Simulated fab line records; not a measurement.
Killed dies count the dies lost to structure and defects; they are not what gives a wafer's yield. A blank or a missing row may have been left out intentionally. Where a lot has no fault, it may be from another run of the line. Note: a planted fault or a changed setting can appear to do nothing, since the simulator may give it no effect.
Chamber matching	flow sky130	SKY_METAL4_ETCH_17 on rie_diel-03: 4 sister chambers
The step etches SiO2 in C4F8/O2/Ar, stops on TiN, time 3.9 s, target depth 15 nm. 16 wafers are shown with their chamber, then 8 later ones without.

## WAFERS, EACH WITH ITS CHAMBER
wafer	chamber	bias_w (W)	oes_product_au (a.u.)
L075.2	3	1199	0.745
L075.3	1	1200	0.755
L075.6	3	1202	0.759
L076.3	2	1202	0.754
L076.5	3	1198	0.762
L076.6	2	1200	0.758
L077.2	0	1202	0.751
L077.3	1	1200	0.739
L077.5	3	1197	0.757
L084.2	2	1200	0.766
L084.5	0	1201	0.761
L084.6	1	1203	0.766
L086.1	1	1203	0.750
L086.2	0	1204	0.763
L086.5	1	1205	0.760
L089.1	1	1200	0.758

SIGNATURES (means of the wafers above)
reading	chamber 0	chamber 1	chamber 2	chamber 3	scatter within a chamber
bias_w	1202.33	1201.83	1200.67	1199.00	1.92
oes_product_au	0.75833	0.75467	0.75933	0.75575	0.00796
Rule: distance of a wafer from a chamber = root of the sum over the readings of ((wafer's reading minus chamber's mean) / reading's scatter) squared. The wafer belongs to the nearest chamber; if the next one is less than 2 further off, it can't be placed. The scatter is the square root of a quotient: the sum, over the shown wafers, of each reading's squared deviation from its chamber's mean, divided by wafers minus chambers.

## WAFERS MISSING THEIR CHAMBER
wafer	bias_w (W)	oes_product_au (a.u.)
L089.2	1200	0.759
L089.4	1205	0.762
L091.3	1202	0.761
L091.4	1197	0.762
L091.6	1205	0.775
L097.1	1203	0.756
L097.3	1199	0.744
L097.4	1195	0.763

## THE CHAMBER EACH PASSED THROUGH
wafer	from the rows above	in truth
L089.2	can't be placed: 2 or 3 or 1 or 0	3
L089.4	can't be placed: 0 or 1 or 2 or 3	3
L091.3	can't be placed: 0 or 2 or 1 or 3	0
L091.4	can't be placed: 3 or 2 or 1 or 0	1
L091.6	can't be placed: 0 or 2 or 1 or 3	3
L097.1	can't be placed: 0 or 1 or 2 or 3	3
L097.3	can't be placed: 3 or 1 or 2 or 0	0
L097.4	can't be placed: 3 or 2 or 1 or 0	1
Correctly placed: 0 of 8. Can't be placed from these rows: 8 (the true chamber is among the candidates in 8). Wrongly placed: 0.
